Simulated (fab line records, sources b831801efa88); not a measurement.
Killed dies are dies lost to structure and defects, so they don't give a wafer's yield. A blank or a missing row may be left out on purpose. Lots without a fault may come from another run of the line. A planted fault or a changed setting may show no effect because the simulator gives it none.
A struck lot beside a sound one | flow sky130 | 18 steps out of a route of 708
Sound: wafers L324.1, L324.3, L324.4. Struck: wafers L316.1, L316.5, L316.6. The cause comes at the end.
At each step with rows: each side's tool, then ch and its chambers, then its first start. Under that, the readings that differ: sound wafers | struck wafers | difference of the means | sigmas: that difference in standard deviations of wafers without a fault.
alike: readings whose means differ by less than 2 such deviations, and words and numbers that are the same on both sides. not compared: withheld readings, readings that some wafer has no value for, bounds like >300 that may hide the same value, and numbers for which the record gives no deviation and whose values overlap.
The two part at a step that has a row with sigmas, a row that says differs or no value, or rows on one side only. Numbers that don't overlap but have no deviation are shown without sigmas and don't part them. A reading that every wafer of one side lacks parts them only if that side has two wafers or more.

first, 3 steps without rows for these wafers: SKY_VIA1_EXPOSE_09 (exposes mask VIM, target cd 150 nm); SKY_VIA1_PEB_10; SKY_VIA1_DEVELOP_11 (develop time 60 s).
SKY_VIA1_CD_MEAS_12: target cd 150 nm.
  sound on cd_sem-02, day 39 07:35; struck on cd_sem-01, day 36 05:53
  alike: cd_nm
SKY_VIA1_OVL_MEAS_13:
  sound on overlay-02, day 39 07:42; struck on overlay-01, day 36 06:00
  alike: VIA1_OVL
SKY_VIA1_ETCH_14: etches BARC in N2/H2, stops on SiO2, time 45.9 s, target depth 60 nm.
  sound on rie_diel-04 ch 0,2,3, day 39 07:44; struck on rie_diel-01 ch 1,2, day 36 06:02
  alike: drypump_motor_current_A, oes_product_au, throttle_valve_pct
  not compared: rf_hours_counter_h
SKY_VIA1_ETCH_15: etches SiO2 in C4F8/O2/Ar, stops on TiN, target depth 351 nm, time 54 s.
  sound on rie_diel-04 ch 0,2,3, day 39 07:47; struck on rie_diel-01 ch 1,2, day 36 06:05
  alike: oes_product_au
  not compared: rf_hours_counter_h
SKY_VIA1_STRIP_16: strips in O2/N2.
  sound on plasma_asher-01 ch 0,1, day 39 07:49; struck on plasma_asher-03 ch 0,1, day 36 06:07
  alike: drypump_motor_current_A, oes_product_au, strip_time_to_endpoint_s
  not compared: rf_hours_counter_h
then, 3 steps without rows for these wafers: SKY_VIA1_STRIP_17 (strips in post etch residue remover, time 1200 s); SKY_VIA1_CLEAN_18 (cleans in IPA, time 180 s); SKY_VIA1_CLEAN_19 (cleans in O3/DIW).
SKY_VIA1_SPUTTER_20: material TiN, target thk 20 nm, time 80 s.
  sound on pvd_sputter-01, day 39 08:25; struck on pvd_sputter-01, day 36 06:43
  alike: throttle_valve_pct
SKY_VIA1_CVD_21: deposits W, target thk 270 nm, time 80.902 s.
  sound on cvd_w-02 ch 0,1, day 39 08:29; struck on cvd_w-01 ch 0,1, day 36 06:46
  reading                            | sound             | struck            | difference | sigmas
  heater_power_w (W)                 | 828 823 835       | 732 754 786       | -71        | -2
  model.W_of_VIA1_CVD_21.thk_nm (nm) | 273.1 276.9 273.9 | 463.7 464.2 461.9 | +188.6     |
SKY_VIA1_RS_MEAS_22: measures by four-point-probe.
  sound on film_metro-01, day 39 08:34; struck on film_metro-01, day 36 06:52
  reading            | sound             | struck            | difference | sigmas
  VIA1_W_RS (ohm/sq) | 0.422 0.416 0.421 | 0.247 0.247 0.248 | -0.172     | -29
SKY_VIA1_THK_MEAS_23: measures by xrf.
  sound on film_metro-01, day 39 08:41; struck on film_metro-01, day 36 06:59
  reading         | sound       | struck      | difference | sigmas
  VIA1_W_THK (nm) | 268 275 270 | 462 459 454 | +187       | +43
SKY_VIA1_CMP_24: polishes, stops on SiO2, t overpolish 15 s, target thk 0 nm.
  sound on cmp-02 ch 0,1,2, day 39 08:45; struck on cmp-01 ch 1,2, day 36 07:06
  reading                | sound    | struck      | difference | sigmas
  time_to_endpoint_s (s) | 66 62 68 | 118 111 113 | +49        | +13
  alike: edge_zone_pressure_frac, motor_current_A
SKY_METAL2_SPUTTER_00: material Ti, target thk 15 nm, time 10 s.
  sound on pvd_sputter-04, day 39 09:03; struck on pvd_sputter-04, day 36 07:21
  alike: throttle_valve_pct
-- the record jumps here: 11 days lie between the struck wafers' starts before and after (it left off in module METAL2 and takes up again in module PAD_OPEN, whose first step shown is number 708 of the route) --
SKY_PAD_OPEN_PROBE_99:
  sound on prober-01, day 49 23:13; struck on prober-02, day 47 16:24
  reading             | sound   | struck   | difference | sigmas
  killed_at_front_end | 12 9 10 | 20 25 29 | +14        | +3
  alike: defect_limited_yield, killed_at_M0_to_M3, killed_at_M4_up, killed_at_contacts, killed_at_other, killed_dies, killed_open, killed_short, sort_bin_3_pad_short, sort_bin_5_function, sort_bin_6_memory, sort_n_pass, sort_yield_pct

WHERE THEY PART
First at SKY_VIA1_CVD_21; last, within this record, at SKY_PAD_OPEN_PROBE_99.

WHY: what the simulator had put in
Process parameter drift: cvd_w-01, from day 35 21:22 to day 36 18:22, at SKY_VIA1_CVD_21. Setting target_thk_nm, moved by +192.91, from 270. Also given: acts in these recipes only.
